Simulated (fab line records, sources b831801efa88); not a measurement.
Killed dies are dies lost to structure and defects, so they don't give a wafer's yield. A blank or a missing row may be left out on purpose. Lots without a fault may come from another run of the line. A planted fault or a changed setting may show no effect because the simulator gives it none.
A struck lot beside a sound one | flow sky130 | 17 steps out of a route of 708
Sound: wafers L328.2, L328.3, L328.6. Struck: wafers L335.1, L335.3, L335.5. The cause comes at the end.
At each step with rows: each side's tool, then ch and its chambers, then its first start. Under that, the readings that differ: sound wafers | struck wafers | difference of the means | sigmas: that difference in standard deviations of wafers without a fault.
alike: readings whose means differ by less than 2 such deviations, and words and numbers that are the same on both sides. not compared: withheld readings, readings that some wafer has no value for, bounds like >300 that may hide the same value, and numbers for which the record gives no deviation and whose values overlap.
The two part at a step that has a row with sigmas, a row that says differs or no value, or rows on one side only. Numbers that don't overlap but have no deviation are shown without sigmas and don't part them. A reading that every wafer of one side lacks parts them only if that side has two wafers or more.

SKY_LDD_HVP_TW_MEAS_10:
  sound on film_metro-04, day 22 15:21; struck on film_metro-02, day 25 20:11
  alike: LDD_HVP_TW
then, 7 steps without rows for these wafers: SKY_LDD_LDN_DEHYDRATE_00 (time 60 s); SKY_LDD_LDN_HMDS_01 (prime time 60 s); SKY_LDD_LDN_COAT_02 (resist thk 1140 nm); SKY_LDD_LDN_SOFTBAKE_03 (time 60 s); SKY_LDD_LDN_EXPOSE_04 (exposes mask LDNTM, target cd 700 nm); SKY_LDD_LDN_PEB_05; SKY_LDD_LDN_DEVELOP_06 (develop time 60 s).
SKY_LDD_LDN_OVL_MEAS_07:
  sound on overlay-02, day 23 21:32; struck on overlay-01, day 27 01:28
  alike: LDD_LDN_OVL
then, 3 steps without rows for these wafers: SKY_LDD_LDN_IMPLANT_08; SKY_LDD_LDN_IMPLANT_09; SKY_LDD_LDN_IMPLANT_10.
SKY_LDD_LDN_IMPLANT_11:
  sound on implanter-02 ch 0, day 23 22:02; struck on implanter-01 ch 0, day 27 01:58
  reading            | sound                            | struck                           | difference  | sigmas
  dose_ions_cm2      | 1.2504e+13 1.2495e+13 1.2515e+13 | 1.8831e+13 1.8848e+13 1.8838e+13 | +6.3343e+12 | +99 or more
  faraday_current_uA | 68.8 72.0 68.8                   | 105.7 107.8 104.9                | +36.3       | +30
  alike: beam_on_s
SKY_LDD_LDN_STRIP_12: strips in O2/N2.
  sound on plasma_asher-03 ch 0,1, day 23 22:10; struck on plasma_asher-03 ch 0,1, day 27 02:07
  alike: drypump_motor_current_A, n2_flow_sccm, oes_product_au, strip_time_to_endpoint_s
  not compared: rf_hours_counter_h
SKY_LDD_LDN_TW_MEAS_13:
  sound on film_metro-02, day 23 22:17; struck on film_metro-02, day 27 02:13
  reading    | sound          | struck         | difference | sigmas
  LDD_LDN_TW | 1476 1473 1478 | 1533 1542 1535 | +61        | +6
then, 1 step without rows for these wafers: SKY_LDD_LDN_CLEAN_14 (cleans in SC1/SC2, time 150 s).
-- the record jumps here: 22 days lie between the struck wafers' starts before and after (it left off in module LDD_LDN and takes up again in module PAD_OPEN, whose first step shown is number 708 of the route) --
SKY_PAD_OPEN_PROBE_99:
  the record has rows for the struck wafers here (prober-01, day 48 19:17) and none for the sound ones

WHERE THEY PART
First at SKY_LDD_LDN_IMPLANT_11; last, within this record, at SKY_PAD_OPEN_PROBE_99.

WHY: what the simulator had put in
Process parameter drift: implanter-01, from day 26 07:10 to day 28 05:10, at SKY_LDD_LDN_IMPLANT_11. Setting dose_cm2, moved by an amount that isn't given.
